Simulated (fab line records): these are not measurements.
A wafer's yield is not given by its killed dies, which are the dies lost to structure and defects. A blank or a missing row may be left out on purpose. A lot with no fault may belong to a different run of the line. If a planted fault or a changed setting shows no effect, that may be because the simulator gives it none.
fab line records ; flow sky130
record lots=7; wafers=21; last_day=51
route steps=708 shown GATE_OXIDE@199 POLY_GATE@204 RES_PROTECT@206
lots untouched by any fault: they come from a run of this same line in which no faults occurred
start_h: the number of hours between the record's first day and the start of the first shown wafer of the lot ; wait_h: hours elapsed since this lot's preceding step ; " the same as in the row above ; L1.1+2: several wafers, shown together as one row ; - no value present, or no start provided ; * or withheld: withheld ; < > ~ a bound
route shown NAME@n: NAME is a module with steps in the file, n the number in the route of the first one ; usual: mean/standard deviation of fault-free wafers ; same: alike in all rows ; chamber/n: place in a boat ; sites: readings site by site ; _std_site: the standard deviation of these ; _edge_site: inner sites' mean taken away from outer sites' mean ; radius_mm: how far each site lies from the wafer's centre ; mask NAME#n: copy n ; behind: the tool/chamber that last shaped the wafer ; hold: reason for holding the lot/hours on hold/outcome of the hold ; device: transistor that didn't switch, given as n, p or np ; end of line: the tests these same wafers got at the end of their route ; where a step has no rows: the recipe by itself ; killed: not the wafer's yield, but the dies lost to structure and defects at the first sort ; map: per-die view of a wafer (x killed, . not killed, _ where there is no die)
set.NAME: the setting the step ran with; set.NAME@STEP: the setting that earlier step ran with ; model.NAME: the simulator's own value behind a step, which no gauge read
a table for each step, a row for each wafer; lots at some steps of the route
services: from which hour (start_h, from the record's first day; less than 0 if before it) a tool's chamber was out of use, for how many hours, and why
## steps
# step SKY_GATE_OXIDE_WET_ETCH_12
# recipe chemistry=dHF; target_depth_nm=16.8; dry=n2_spin; target=SiO2; dilution=100:1; temp_c=25; time_s=336
# step SKY_GATE_OXIDE_STRIP_13
# recipe chemistry=O2/N2; power_w=1400; pressure_mtorr=1500; platen_temp_c=withheld; o2_flow_sccm=3000; n2_flow_sccm=300; overash_fraction=0.5
# usual drypump_motor_current_A=5.7/0.48; oes_product_au=0.716/0.005; strip_time_to_endpoint_s=14.18/0.044
lot.wafer;tool;chamber;start_h;wait_h;drypump_motor_current_A;oes_product_au;rf_hours_counter_h;strip_time_to_endpoint_s
L336.1;plasma_asher-03;1;314.40;0.0;6.4;0.719;60;14.18
L336.2;plasma_asher-03;0;314.40;0.0;5.4;0.720;60;14.24
L336.3;plasma_asher-03;1;314.40;0.0;6.4;0.709;-;14.22
L345.2;plasma_asher-03;0;394.74;0.0;5.5;0.707;67;14.17
L345.4;plasma_asher-03;0;394.74;0.0;5.5;0.711;-;14.22
L345.6;plasma_asher-03;1;394.74;0.0;6.4;0.712;-;14.16
L347.2;plasma_asher-03;0;404.37;0.0;5.4;0.716;67;14.14
L347.4;plasma_asher-03;0;404.37;0.0;5.5;0.718;-;14.18
L347.5;plasma_asher-03;1;404.37;0.0;6.4;0.718;-;14.15
L346.3;plasma_asher-01;1;406.95;0.0;5.6;0.734;-;14.15
L346.5;plasma_asher-01;1;406.95;0.0;5.6;0.718;-;14.18
L346.6;plasma_asher-01;0;406.95;0.0;6.2;0.715;-;14.19
L354.1;plasma_asher-03;0;469.75;0.0;5.4;0.716;75;14.15
L354.4;plasma_asher-03;0;469.75;0.0;5.5;0.712;-;14.18
L354.5;plasma_asher-03;0;469.75;0.0;5.4;0.727;-;14.24
L356.2;plasma_asher-01;0;486.70;0.0;6.3;0.709;5;14.20
L356.3;plasma_asher-01;1;486.70;0.0;5.6;0.726;-;14.17
L356.4;plasma_asher-01;0;486.70;0.0;6.3;0.713;-;14.13
L357.3;plasma_asher-04;1;524.55;0.0;5.6;0.710;-;14.19
L357.4;plasma_asher-04;0;524.55;0.0;5.1;0.712;-;14.21
L357.5;plasma_asher-04;1;524.55;0.0;5.6;0.718;-;14.24
# step SKY_GATE_OXIDE_TW_MEAS_14
# usual GATE_OXIDE_TW=226.1/1.9
lot.wafer;tool;chamber;start_h;wait_h;GATE_OXIDE_TW
L336.1;film_metro-01;-;314.50;0.1;227.2
L336.2;film_metro-01;-;314.50;0.1;226.0
L336.3;film_metro-01;-;314.50;0.1;227.0
L345.2;film_metro-01;-;394.85;0.1;225.0
L345.4;film_metro-01;-;394.85;0.1;225.5
L345.6;film_metro-01;-;394.85;0.1;226.6
L347.2;film_metro-01;-;404.48;0.1;226.1
L347.4;film_metro-01;-;404.48;0.1;225.7
L347.5;film_metro-01;-;404.48;0.1;226.2
L346.3;film_metro-01;-;407.04;0.1;226.0
L346.5;film_metro-01;-;407.04;0.1;225.9
L346.6;film_metro-01;-;407.04;0.1;225.3
L354.1;film_metro-01;-;469.85;0.1;226.0
L354.4;film_metro-01;-;469.85;0.1;227.1
L354.5;film_metro-01;-;469.85;0.1;227.2
L356.2;film_metro-04;-;486.81;0.1;223.0
L356.3;film_metro-04;-;486.81;0.1;224.2
L356.4;film_metro-04;-;486.81;0.1;224.4
L357.3;film_metro-01;-;524.64;0.1;224.9
L357.4;film_metro-01;-;524.64;0.1;224.4
L357.5;film_metro-01;-;524.64;0.1;226.2
# step SKY_GATE_OXIDE_CLEAN_15
# recipe chemistry=SC1/SC2; mix=1:4:20; temp_c=70; time_s=150; dry=n2_spin
# step SKY_GATE_OXIDE_OXIDATION_16
# recipe temp_c=800; ambient=O2; idle_temp_c=700; ramp_up_c_per_min=10; ramp_down_c_per_min=3; stabilise_s=600; purge_s=300; target_thk_a=35.7; ox_time_s=1915
# step SKY_POLY_GATE_CVD_00
# recipe material=poly-Si; target_thk_nm=180; temp_c=620; time_s=720; pressure_mtorr=200
# step SKY_POLY_GATE_THK_MEAS_01
# recipe reads=poly-Si_of_POLY_GATE_CVD_00
# usual POLY_GATE_CVD_00_THK=178.6/1.8
lot.wafer;tool;chamber;start_h;wait_h;POLY_GATE_CVD_00_THK[nm]
L336.1;film_metro-01;-;318.47;0.0;179.6
L336.2;film_metro-01;-;318.47;0.0;180.5
L336.3;film_metro-01;-;318.47;0.0;177.7
L345.2;film_metro-04;-;399.88;0.0;178.9
L345.4;film_metro-04;-;399.88;0.0;179.6
L345.6;film_metro-04;-;399.88;0.0;179.9
L347.2;film_metro-02;-;407.93;0.0;178.8
L347.4;film_metro-02;-;407.93;0.0;178.5
L347.5;film_metro-02;-;407.93;0.0;178.2
L346.3;film_metro-04;-;412.38;0.0;180.7
L346.5;film_metro-04;-;412.38;0.0;179.7
L346.6;film_metro-04;-;412.38;0.0;178.0
L354.1;film_metro-02;-;473.61;0.0;179.0
L354.4;film_metro-02;-;473.61;0.0;178.8
L354.5;film_metro-02;-;473.61;0.0;177.7
L356.2;film_metro-02;-;489.65;0.0;177.0
L356.3;film_metro-02;-;489.65;0.0;178.8
L356.4;film_metro-02;-;489.65;0.0;178.9
L357.3;film_metro-02;-;528.08;0.0;181.0
L357.4;film_metro-02;-;528.08;0.0;181.6
L357.5;film_metro-02;-;528.08;0.0;182.2
# step SKY_RES_PROTECT_DEHYDRATE_00
# recipe temp_c=200; time_s=60
# step SKY_RES_PROTECT_HMDS_01
# recipe prime_time_s=60; prime_temp_c=120
# step SKY_RES_PROTECT_COAT_02
# recipe resist=NOVOLAK; spin_rpm=3000; resist_thk_nm=1140
# step SKY_RES_PROTECT_SOFTBAKE_03
# recipe temp_c=90; time_s=60; resist=NOVOLAK
# step SKY_RES_PROTECT_EXPOSE_04
# recipe mask_id=RPM; na=0.6; source_shape=conventional; sigma_outer=0.6; polarization=unpolarized; target_cd_nm=1270; dose_mj=131
# step SKY_RES_PROTECT_PEB_05
# recipe temp_c=withheld; time_s=*; resist=NOVOLAK
# usual chill_plate_temp_C=*; exhaust_pa=45.0/0.86
lot.wafer;tool;chamber;start_h;wait_h;chill_plate_temp_C;exhaust_pa
L336.1;litho_track-03;0;344.78;-;*;45.8
L336.2;litho_track-03;0;344.78;-;*;47.1
L336.3;litho_track-03;0;344.78;-;*;46.8
L345.2;litho_track-04;-;429.04;-;-;-
L345.4;litho_track-04;-;429.04;-;-;-
L345.6;litho_track-04;-;429.04;-;-;-
L347.2;litho_track-01;-;437.45;-;-;-
L347.4;litho_track-01;-;437.45;-;-;-
L347.5;litho_track-01;-;437.45;-;-;-
L346.3;litho_track-01;-;442.98;-;-;-
L346.5;litho_track-01;-;442.98;-;-;-
L346.6;litho_track-01;-;442.98;-;-;-
L354.1;litho_track-03;0;503.73;-;*;45.1
L354.4;litho_track-03;0;503.73;-;*;43.4
L354.5;litho_track-03;0;503.73;-;*;43.6
L356.2;litho_track-04;0;520.14;-;*;45.5
L356.3;litho_track-04;0;520.14;-;*;45.8
L356.4;litho_track-04;0;520.14;-;*;45.4
L357.3;litho_track-03;0;558.53;-;*;45.5
L357.4;litho_track-03;0;558.53;-;*;45.2
L357.5;litho_track-03;0;558.53;-;*;45.1
# step SKY_RES_PROTECT_DEVELOP_06
# recipe resist=NOVOLAK; developer=TMAH; develop_time_s=60; dev_temp_c=23
## services
tool;chamber;start_h;hours;kind
plasma_asher-03;-;312.53;0.6;repair
plasma_asher-04;-;348.37;1.6;repair
plasma_asher-03;-;372.71;4.4;repair
plasma_asher-03;-;396.14;8.0;repair
plasma_asher-01;-;421.25;9.0;pm
plasma_asher-01;0;421.25;9.0;vent_cycle
plasma_asher-01;1;421.25;9.0;vent_cycle
plasma_asher-01;0;430.25;-;clean
plasma_asher-01;1;430.25;-;clean
litho_track-04;-;439.55;-;consumable_replace:filter
plasma_asher-03;-;534.70;28.1;pm
## key
first_sign step=SKY_RES_PROTECT_PEB_05; reading=tool_record; direction=missing
effect none on later readings
met_at SKY_RES_PROTECT_PEB_05
struck_wafers L345.2,L345.4,L345.6,L346.3,L346.5,L346.6,L347.2,L347.4,L347.5
sort_left_out L345.2,L345.4,L345.6,L346.3,L346.5,L346.6,L347.2,L347.4,L347.5
tester_left_out L345,L346,L347
fault kind=skipped_step_whole; tool=litho_track-01,litho_track-04; chamber=-; onset_h=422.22; steps=SKY_RES_PROTECT_PEB_05; scope=struck_lots_only
# tester_left_out: of these lots the tester's yield and bins aren't shown, on N5 and GAA mostly nor the transistor test; their killed dies are dies lost to structure and defects alone, not to doping, threshold or leakage, so they don't give the yield
# sort_left_out: the simulated sort isn't trusted on such a fault, so these wafers' sort isn't shown, and their yield isn't known
